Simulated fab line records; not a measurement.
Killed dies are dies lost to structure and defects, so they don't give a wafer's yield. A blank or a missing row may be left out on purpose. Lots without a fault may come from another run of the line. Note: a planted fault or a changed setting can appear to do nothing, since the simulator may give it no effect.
Problem report, 8D (eight disciplines) form, completed by code | flow sky130 | the parts of the form that need people (team, actions taken, sign-off) are left out

== 1. THE PROBLEM ==
Mean NWELL_TW at SKY_NWELL_TW_MEAS_15: 1681 over 6 wafers in 2 lots; fault-free wafers: 1816, standard deviation 17. That puts it -8.0 standard deviations away from the usual mean.
Seen first at day 7 22:44 on film_metro-02, wafer L291.1. Wafers with a number at this step in the record: 36, from 12 lots. The rule behind "out" and "out of limits": a value lying over 4 standard deviations away from the usual mean. Any other wafer with a number is counted as sound.

== 2. WHAT THIS IS AND IS NOT ==
question                    | is                     | is not
which readings at this step | NWELL_TW               | -
which lots                  | L291, L292             | L277, L278, L279, L280, L281, L283, L284, L286, L289, L290
which wafers of those lots  | all that have a number | -
read on which gauges        | film_metro-02          | film_metro-03, film_metro-04
when                        | from day 7 22:44       | up to then (30 sound wafers)

== 3. SUSPECTS, AND WHAT RULES EACH OUT ==
Counting: a tool at a process step up to the reading stays a suspect if it ran every lot that is out and no sound lot after the first of them.
- ruled out: the gauge at SKY_NWELL_TW_MEAS_15. All the wafers that are out were read on film_metro-02, but those of them that SKY_NWELL_IMPLANT_11 has rows for are out there too, on other tools.
- implanter-01 at SKY_NWELL_IMPLANT_11: kept. All lots that are out passed through it, beginning with L291 at day 7 22:11, and no sound lot followed; its final sound lot before that point was L290 at day 7 16:11. Out on those wafers are its own readings of dose_ions_cm2, faraday_current_uA.
Left after counting: implanter-01 at SKY_NWELL_IMPLANT_11.

== 4. THE CAUSE (what the simulator had put in) ==
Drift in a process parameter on implanter-01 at SKY_NWELL_IMPLANT_11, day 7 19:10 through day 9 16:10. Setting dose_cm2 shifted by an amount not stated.
After counting, this tool was the only one left.

== 5. THE EFFECT CHAIN, in route order ==
Each row: a reading where the mean over the struck wafers with a number is more than 3 standard deviations away from the usual. Only readings whose record carries a usual standard deviation are examined. hours: median over the lots of the time between each lot's start at the first step of this table that gives one and its start at this step. sigmas: the change, counted in usual standard deviations.
hours | step                 | reading            | usual        | on struck wafers | change      | sigmas
0     | SKY_NWELL_IMPLANT_11 | dose_ions_cm2      | 1.8997e+13   | 1.5042e+13       | -3.9552e+12 | -99 or more
0     | SKY_NWELL_IMPLANT_11 | faraday_current_uA | 107.2        | 85.1             | -22.1       | -10
1     | SKY_NWELL_TW_MEAS_15 | NWELL_TW           | 1816         | 1681             | -135        | -8.0
22    | SKY_NWELL_RS_MEAS_29 | NWELL_RS           | 625.6 ohm/sq | 707.5            | +81.9       | +43
The process steps in it:
- SKY_NWELL_IMPLANT_11
Later steps that measure or inspect, where all struck wafers having a row at the step show a number for every such reading and not one has moved that far: SKY_VIA2_BOW_MEAS_03.

== 6. WHAT WOULD HAVE CAUGHT IT SOONER ==
The first out-of-limits reading at a measuring or inspecting step in this record came at day 7 22:44, 4 hours after the fault's start at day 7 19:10.
Tool's own readings at SKY_NWELL_IMPLANT_11, dose_ions_cm2, faraday_current_uA: out on all struck wafers the step has rows for; an alarm limit on them would have tripped on the first.
Of the lots that are out (2), L292 began SKY_NWELL_IMPLANT_11 on implanter-01 after day 7 22:44. A hold on the tool at that time would have spared it.
